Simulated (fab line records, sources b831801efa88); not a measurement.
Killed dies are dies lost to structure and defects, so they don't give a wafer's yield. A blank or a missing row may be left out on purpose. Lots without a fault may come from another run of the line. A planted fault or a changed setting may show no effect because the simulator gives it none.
Which tool did it? | flow gf180mcu | 6 lots, 18 wafers sampled, at 3 steps of a route of 602

WHAT THE GAUGES READ, wafer by wafer
GF_M4_CD_MEAS_14: target cd 280 nm.
lot  | measured     | on        | cd_nm (nm)
L346 | day 22 19:52 | cd_sem-01 | 279.1 279.0 278.8
L349 | day 23 23:29 | cd_sem-02 | 279.9 279.8 279.6
L353 | day 26 22:11 | cd_sem-01 | 279.4 279.1 278.6
L354 | day 27 01:55 | cd_sem-02 | 278.9 279.5 280.6
L360 | day 28 13:38 | cd_sem-02 | 281.5 280.5 281.6
L366 | day 30 09:14 | cd_sem-01 | 287.1 286.0 285.7

WHICH TOOL RAN EACH LOT (tool, then ch and the chambers of the sampled wafers, then the start)
lot  | GF_M4_SPUTTER_01             | GF_M4_SOFTBAKE_10
L346 | pvd_sputter-03, day 21 20:11 | litho_track-03 ch 0, day 22 08:20
L349 | pvd_sputter-02, day 23 01:17 | litho_track-03 ch 0, day 23 12:25
L353 | pvd_sputter-02, day 26 03:05 | litho_track-02 ch 0, day 26 12:33
L354 | pvd_sputter-02, day 26 05:56 | litho_track-01 ch 0, day 26 15:49
L360 | pvd_sputter-02, day 27 18:20 | litho_track-01 ch 0, day 28 03:56
L366 | pvd_sputter-02, day 29 15:07 | litho_track-01 ch 0, day 29 23:44
- GF_M4_SPUTTER_01: material TiN, target thk 30 nm, time 25 s.
- GF_M4_SOFTBAKE_10: time 60 s.

THE ANSWER, worked out from the rows above alone
Rule: what is usual is taken from the lots themselves. Put in order of their means at a reading, lots are off if they are a third of the lots or fewer, leave a main group of 4 or more, and stand apart from it by a gap of 3 or more times the standard deviation of the main group's means; of several such gaps the widest counts. A main group whose means are all the same, to the digits that the tables above print for the reading, isn't used. A lot without any number at a reading at which 4 lots or more have one is off too. The other lots that the step has rows for count as sound.
Off: L366, at GF_M4_CD_MEAS_14 (cd_nm). The main group: mean 279.7 nm, standard deviation 0.8.
A tool fits if, at a process step before that reading, it ran every lot that is off, and no sound lot after the first of them. The gauges at GF_M4_CD_MEAS_14 are tried like those tools. Can't be told from this: 3 tools fit, pvd_sputter-02 at GF_M4_SPUTTER_01, litho_track-01 at GF_M4_SOFTBAKE_10, cd_sem-01 at GF_M4_CD_MEAS_14.

WHAT THE SIMULATOR HAD PUT IN
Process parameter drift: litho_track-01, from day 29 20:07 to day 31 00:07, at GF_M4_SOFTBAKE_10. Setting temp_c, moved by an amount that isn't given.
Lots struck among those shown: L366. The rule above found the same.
